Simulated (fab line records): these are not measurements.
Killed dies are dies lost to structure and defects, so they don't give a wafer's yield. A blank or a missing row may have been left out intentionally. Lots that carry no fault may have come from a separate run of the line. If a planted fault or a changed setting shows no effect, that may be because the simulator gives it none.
The tool behind it: which one? | flow gf180mcu | 24 lots, 72 wafers sampled, at 3 steps of a route of 602

== WHAT EACH GAUGE READ, for each wafer ==
GF_STI_THK_MEAS_22.
lot  | measured    | on            | STI_OXIDATION_01_THK (nm)
L074 | day 2 10:20 | film metro-03 | 15.29 15.28 15.16
L075 | day 2 10:22 | film metro-02 | 15.16 14.84 15.01
L076 | day 2 18:31 | film metro-02 | 15.56 15.15 15.31
L077 | day 3 02:31 | film metro-02 | 15.32 15.23 14.95
L078 | day 3 02:31 | film metro-04 | 15.12 15.18 15.10
L079 | day 3 09:11 | film metro-04 | 15.28 14.96 14.96
L080 | day 3 12:14 | film metro-03 | 14.93 14.87 14.71
L081 | day 3 19:14 | film metro-04 | 14.67 14.37 14.69
L082 | day 3 21:23 | film metro-04 | 15.14 14.76 15.06
L083 | day 4 01:17 | film metro-02 | 14.82 14.74 14.57
L084 | day 4 07:23 | film metro-02 | 14.85 14.87 14.84
L085 | day 4 12:02 | film metro-03 | 14.41 14.63 14.35
L086 | day 4 17:47 | film metro-03 | 14.84 14.97 14.74
L087 | day 4 23:29 | film metro-02 | 14.86 15.05 14.87
L088 | day 5 07:35 | film metro-02 | 14.61 14.73 14.80
L089 | day 5 11:41 | film metro-03 | 14.68 14.70 14.74
L090 | day 5 15:38 | film metro-02 | 14.84 14.87 14.96
L091 | day 6 02:52 | film metro-04 | 14.89 14.86 14.94
L092 | day 6 09:34 | film metro-03 | 15.16 15.39 14.91
L093 | day 6 09:34 | film metro-04 | 15.17 15.03 15.18
L094 | day 6 19:23 | film metro-04 | 14.45 14.61 14.71
L095 | day 6 19:23 | film metro-02 | 14.69 14.69 14.63
L096 | day 7 05:02 | film metro-02 | 14.84 14.77 14.65
L097 | day 7 13:19 | film metro-04 | 14.99 14.76 14.86

GF_V1_CD_MEAS_14: the cd target is 260 nm.
lot  | measured     | on        | cd nm (nm)
L074 | day 18 16:23 | cd sem-01 | 258.8 259.0 257.4
L075 | day 18 12:31 | cd sem-01 | 260.2 260.7 260.0
L076 | day 19 00:29 | cd sem-02 | 260.3 259.9 259.4
L077 | day 19 08:41 | cd sem-02 | 260.8 258.6 258.4
L078 | day 19 11:35 | cd sem-02 | 259.3 259.0 258.1
L079 | day 19 23:18 | cd sem-02 | 260.2 259.8 259.0
L080 | day 20 05:03 | cd sem-01 | 258.9 259.4 259.4
L081 | day 20 16:14 | cd sem-02 | 262.3 262.4 261.3
L082 | day 21 00:52 | cd sem-02 | 259.8 260.6 260.8
L083 | day 21 08:52 | cd sem-02 | 260.7 261.8 261.4
L084 | day 21 16:46 | cd sem-02 | 260.7 260.6 259.5
L085 | day 22 02:28 | cd sem-02 | 261.0 259.4 259.7
L086 | day 22 03:16 | cd sem-01 | 260.8 260.7 260.7
L087 | day 23 03:52 | cd sem-02 | 259.9 260.4 260.5
L088 | day 23 09:26 | cd sem-01 | 257.5 257.5 257.5
L089 | day 23 15:34 | cd sem-01 | 258.1 258.1 258.6
L090 | day 23 23:33 | cd sem-01 | 257.5 257.6 257.4
L091 | day 24 23:22 | cd sem-02 | 261.4 262.1 262.3
L092 | day 25 09:03 | cd sem-02 | 259.7 259.9 260.4
L093 | day 25 09:24 | cd sem-01 | 259.8 257.9 258.4
L094 | day 26 04:04 | cd sem-02 | 258.8 258.5 258.7
L095 | day 25 20:28 | cd sem-02 | 257.9 258.5 260.2
L096 | day 26 08:59 | cd sem-01 | 257.8 259.3 259.8
L097 | day 26 15:51 | cd sem-01 | 259.6 260.1 259.8

== TOOL THAT RAN EACH LOT (tool first, then ch and the chambers of the sampled wafers, then the start) ==
lot  | GF_DNWELL_STRIP_08
L074 | plasma asher-02 ch 0,1, day 3 05:44
L075 | plasma asher-01 ch 0,1, day 3 05:26
L076 | plasma asher-03 ch 0,1, day 3 13:04
L077 | plasma asher-01 ch 0,1, day 3 18:36
L078 | plasma asher-01 ch 0,1, day 3 17:57
L079 | plasma asher-01 ch 0,1, day 4 00:55
L080 | plasma asher-01 ch 0,1, day 4 04:09
L081 | plasma asher-03 ch 0,1, day 4 12:23
L082 | plasma asher-01 ch 0,1, day 4 14:02
L083 | plasma asher-03 ch 0,1, day 4 17:29
L084 | plasma asher-01 ch 0,1, day 5 00:09
L085 | plasma asher-01 ch 0,1, day 5 06:19
L086 | plasma asher-02 ch 0,1, day 5 10:01
L087 | plasma asher-03 ch 0,1, day 5 20:42
L088 | plasma asher-03 ch 1, day 6 02:23
L089 | plasma asher-01 ch 0,1, day 6 08:29
L090 | plasma asher-03 ch 0,1, day 6 08:48
L091 | plasma asher-03 ch 0,1, day 7 00:58
L092 | plasma asher-03 ch 0,1, day 7 09:06
L093 | plasma asher-01 ch 0,1, day 7 09:17
L094 | plasma asher-02 ch 0,1, day 7 18:44
L095 | plasma asher-01 ch 0,1, day 7 18:40
L096 | plasma asher-01 ch 0,1, day 8 07:37
L097 | plasma asher-02 ch 0,1, day 8 09:16
- GF_DNWELL_STRIP_08: strips in O2/N2.

== WHAT THE TOOLS THEMSELVES READ (means of the sampled wafers that have a number; where no wafer has one, the mark that the record gives instead) ==
GF_DNWELL_STRIP_08.
lot  | tool            | drypump motor current A (A) | heater power w (W) | oes product au (a.u.) | strip time to endpoint s (s)
L074 | plasma asher-02 | 5.6                         | 320                | 0.723                 | 37.04
L075 | plasma asher-01 | 5.7                         | 296                | 0.723                 | 36.81
L076 | plasma asher-03 | 6.1                         | 309                | 0.723                 | 37.00
L077 | plasma asher-01 | 5.9                         | 299                | 0.719                 | 36.96
L078 | plasma asher-01 | 5.8                         | 294                | 0.723                 | 37.01
L079 | plasma asher-01 | 5.9                         | 299                | 0.720                 | 36.95
L080 | plasma asher-01 | 5.7                         | 304                | 0.724                 | 36.94
L081 | plasma asher-03 | 6.4                         | 304                | 0.726                 | 37.06
L082 | plasma asher-01 | 5.9                         | 298                | 0.723                 | 36.81
L083 | plasma asher-03 | 6.1                         | 314                | 0.721                 | 36.95
L084 | plasma asher-01 | 5.7                         | 299                | 0.724                 | 36.98
L085 | plasma asher-01 | 5.8                         | 299                | 0.724                 | 36.93
L086 | plasma asher-02 | 5.4                         | 317                | 0.721                 | 37.08
L087 | plasma asher-03 | 6.1                         | 309                | 0.724                 | 37.11
L088 | plasma asher-03 | 6.6                         | 302                | 0.726                 | 37.10
L089 | plasma asher-01 | 5.7                         | 297                | 0.723                 | 36.98
L090 | plasma asher-03 | 6.1                         | 311                | 0.719                 | 37.03
L091 | plasma asher-03 | 6.1                         | 308                | 0.715                 | 36.90
L092 | plasma asher-03 | 6.4                         | 305                | 0.724                 | 37.04
L093 | plasma asher-01 | 5.8                         | 298                | 0.726                 | 37.03
L094 | plasma asher-02 | 5.6                         | 325                | 0.727                 | 36.96
L095 | plasma asher-01 | 5.8                         | 298                | 0.727                 | 36.92
L096 | plasma asher-01 | 5.7                         | 301                | 0.725                 | 37.00
L097 | plasma asher-02 | 5.6                         | 324                | 0.723                 | 37.01

== THE ANSWER, worked out from the rows above alone ==
Rule: what is usual is taken from the lots themselves. Put in order of their means at a reading, lots are off if they are a third of the lots or fewer, leave a main group of 4 or more, and stand apart from it by a gap of 3 or more times the standard deviation of the main group's means; of several such gaps the widest counts. Not used: any main group whose means are identical at the precision the tables above print for the reading. Also off: a lot with no number at a reading for which 4 or more lots have one. Any other lot the step has rows for is counted as sound. First the gauges in route order, then the tools' own readings, where a lot's mean is used as printed above. The first step at which some lot is off is used, and at that step the reading that is off furthest; a lot without a number counts as furthest.
Nothing can be told from this: no lot is off at any reading shown.

== WHAT THE SIMULATOR PUT IN ==
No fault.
